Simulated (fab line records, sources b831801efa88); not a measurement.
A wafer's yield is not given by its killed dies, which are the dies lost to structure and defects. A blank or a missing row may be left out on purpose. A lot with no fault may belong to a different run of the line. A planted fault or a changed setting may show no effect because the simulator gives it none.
2 desks, one fault / flow sky130 / only its own numbers are on each desk; what lay behind them is given at the end

== THE METROLOGY DESK ==
Means of the sampled wafers that have a number, per lot and without regard to the tool the lot ran on: this is what the gauges read. Any lot whose mean is over 4 standard deviations away from the usual mean is out of limits and marked OUT; that distance is given in the brackets.
Columns: A = FIELD_ISO_CVD_24_THK at SKY_FIELD_ISO_THK_MEAS_25, usual 594 nm; B = VT_ADJUST_LVTN_OVL at SKY_VT_ADJUST_LVTN_OVL_MEAS_07, usual 0.8 nm; C = VT_ADJUST_NCORE_OVL at SKY_VT_ADJUST_NCORE_OVL_MEAS_08, usual 0.1 nm
lot=L355; first seen here=day 2 06:26; A=600; B=-0.2; C=1.8
lot=L357; first seen here=day 2 16:20; A=595; B=3.1; C=0.6
lot=L358; first seen here=day 2 22:41; A=586; B=0.9; C=-0.5
lot=L359; first seen here=day 3 05:22; A=598; B=1.5; C=-1.7
lot=L360; first seen here=day 3 10:25; A=595; B=-0.9; C=2.5
lot=L361; first seen here=day 3 20:03; A=595; B=1.0; C=0.0
lot=L362; first seen here=day 4 01:08; A=589; B=0.2; C=0.7
lot=L366; first seen here=day 4 16:23; A=591; B=1.3; C=-0.8
lot=L370; first seen here=day 5 13:37; A=603; B=-0.6; C=-0.9
lot=L374; first seen here=day 6 11:01; A=592; B=2.2; C=-0.8
lot=L375; first seen here=day 6 16:37; A=594; B=-0.8; C=2.1
lot=L376; first seen here=day 6 20:41; A=591; B=-0.1; C=1.9
lot=L377; first seen here=day 7 02:17; A=602; B=1.1; C=0.6
lot=L378; first seen here=day 7 06:45; A=594; B=1.4; C=0.3
Result from this desk: across the 14 lots, nothing is out of limits.

== AT THE TOOL OWNER'S DESK: implanter-01 ==
The tool's own readings at SKY_NWELL_IMPLANT_12, given as means over the sampled wafers that have a number, one for each lot that went through this tool. Any lot whose mean is over 4 standard deviations away from the usual mean is out of limits and marked OUT; that distance is given in the brackets.
Columns: A = dose-ions-cm2 at SKY_NWELL_IMPLANT_12, usual 1.3001e+12; B = faraday-current-uA at SKY_NWELL_IMPLANT_12, usual 7.33
lot=L359; first seen here=day 5 13:13; A=1.2991e+12; B=7.33
lot=L360; first seen here=day 5 19:00; A=1.2989e+12; B=7.33
lot=L361; first seen here=day 6 06:16; A=1.3011e+12; B=7.35
lot=L362; first seen here=day 6 14:13; A=1.2998e+12; B=7.27
lot=L370; first seen here=day 8 05:28; A=1.4330e+12 (+99 or more) OUT; B=8.15 (+5.4) OUT
lot=L374; first seen here=day 9 20:32; A=1.4333e+12 (+99 or more) OUT; B=8.04 (+4.7) OUT
This desk's finding: out of limits on L370, L374; first on L370, day 8 05:28 (dose-ions-cm2 at SKY_NWELL_IMPLANT_12). L359, L360, L361, L362 stayed within limits.

== TAKEN TOGETHER ==
At day 8 05:28, on L370, L374, the tool owner's desk was in a position to raise an alarm.
The metrology desk saw nothing out of limits.
The metrology desk has L370, L374 on record, within its limits.
Of the lots named, all ran SKY_NWELL_IMPLANT_12 on implanter-01.

== WHAT THE SIMULATOR HAD PUT IN ==
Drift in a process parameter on implanter-01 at SKY_NWELL_IMPLANT_12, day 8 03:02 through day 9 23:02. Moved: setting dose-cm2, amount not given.
Shown lots that were struck: L370, L374.
Delay in hours, fault start to first out-of-limits reading, by desk: the tool owner's desk at 2.
